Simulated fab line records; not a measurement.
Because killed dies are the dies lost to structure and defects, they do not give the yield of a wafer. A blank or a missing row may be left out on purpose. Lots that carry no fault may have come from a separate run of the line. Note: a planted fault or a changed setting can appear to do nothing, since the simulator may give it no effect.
Struck lot and sound lot, side by side | flow sfq_line | 14 out of 325 route steps
Sound: these wafers, L941.1, L941.4, L941.5. Wafers struck: L944.1, L944.2, L944.3. Last of all comes the cause.
Order at every step that has rows: each side's tool, ch and its chambers, its first start. Under that, the readings that differ: sound wafers | struck wafers | difference of the means | sigmas: that difference in standard deviations of wafers without a fault.
alike: same words and numbers on both sides, and readings whose means sit less than 2 such deviations apart. not compared: any withheld reading, any reading some wafer has no value for, any bound like >300 that may hide the same value, and any number with overlapping values for which the record gives no deviation.
The two part at a step that has a row with sigmas, a row that says differs or no value, or rows on one side only. Non-overlapping numbers with no deviation appear without sigmas and do not part them. A reading missing from all wafers of one side parts the sides only when that side holds two or more wafers.

first, 6 steps without rows for these wafers: SFQ_TRILAYER_M2_LITHO_COAT_062 (resist thk 62 nm); SFQ_TRILAYER_M2_LITHO_COAT_057 (resist thk 600 nm); SFQ_TRILAYER_M2_LITHO_SOFTBAKE_061; SFQ_TRILAYER_M2_LITHO_EXPOSE_058 (exposes mask M2, target cd 500 nm); SFQ_TRILAYER_M2_LITHO_PEB_060 (peb time 60 s); SFQ_TRILAYER_M2_LITHO_DEVELOP_059 (time 60 s).
SFQ_M2_OVL_MEAS_916:
  struck on overlay-02, day 33 12:55; sound on overlay-02, day 31 21:19
  alike: M2_OVL
SFQ_TRILAYER_M2_BARC_OPEN_METAL_ETCH_077: etches BARC in O2, target depth 125 nm, time 41.7 s.
  sound on rie_metal-02 ch 0,1, day 31 21:21; struck on rie_metal-03 ch 0,1, day 33 12:57
  alike: drypump_motor_current_A, oes_product_au, rf_fwd_power_W
  not compared: rf_hours_counter_h
SFQ_TRILAYER_M2_ETCH_METAL_ETCH_060: etches Nb in Cl2/Ar, stops on SiO2, target depth 240 nm, time 120 s.
  sound on rie_metal-02 ch 0,1, day 31 21:25; struck on rie_metal-03 ch 0,1, day 33 13:01
  alike: drypump_motor_current_A, oes_product_au, rf_fwd_power_W
  not compared: rf_hours_counter_h
SFQ_TRILAYER_M2_STRIP_STRIP_061: strips in O2.
  sound on rie_metal-02 ch 0,1, day 31 21:32; struck on rie_metal-03 ch 0,1, day 33 13:08
  alike: drypump_motor_current_A, oes_product_au
  not compared: rf_hours_counter_h
then, 1 step without rows for these wafers: SFQ_TRILAYER_M2_STRIP_SOLV_CLEAN_062 (cleans in NMP, time 600 s).
SFQ_TRILAYER_I2_DEP_PECVD_063: deposits SiO2 from SiH4/N2O, time 111.11 s, target thk 500 nm.
  sound on pecvd-02 ch 1,2, day 31 22:19; struck on pecvd-04 ch 0,1,2, day 33 13:55
  reading                                             | sound             | struck            | difference | sigmas
  rf_fwd_power_W (W)                                  | 183.0 182.8 182.8 | 255.6 255.4 256.1 | +72.8      | +99 or more
  showerhead_vpp_V (V)                                | 811 810 837       | 973 1065 983      | +188       | +6
  model.SiO2_of_TRILAYER_I2_DEP_PECVD_063.thk_nm (nm) | 494.6 499.9 505.9 | 548.5 550 559.3   | +52.5      |
  alike: chamber_pressure_Torr, heater_power_w, throttle_valve_pct
  not compared: since_wet_clean_h
SFQ_TRILAYER_I2_CMP_CMP_064: polishes SiO2.
  sound on cmp-02 ch 0,1, day 31 22:34; struck on cmp-01 ch 1,2,3, day 34 10:17
  reading                | sound       | struck      | difference | sigmas
  time_to_endpoint_s (s) | 214 228 228 | 250 240 245 | +22        | +3
  alike: motor_current_A
SFQ_I2_BOW_MEAS_917:
  struck on film_metro-03, day 34 12:47; sound on film_metro-04, day 32 01:34
  alike: I2_BOW

== WHERE THEY PART ==
Earliest at SFQ_TRILAYER_I2_DEP_PECVD_063; latest, in this record, at SFQ_TRILAYER_I2_CMP_CMP_064. Later steps at which nothing parts them and some readings are alike: SFQ_I2_BOW_MEAS_917.

WHY: whatever the simulator had introduced
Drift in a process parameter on pecvd-04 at SFQ_TRILAYER_I2_DEP_PECVD_063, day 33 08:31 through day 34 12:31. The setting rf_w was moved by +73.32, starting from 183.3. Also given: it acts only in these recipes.
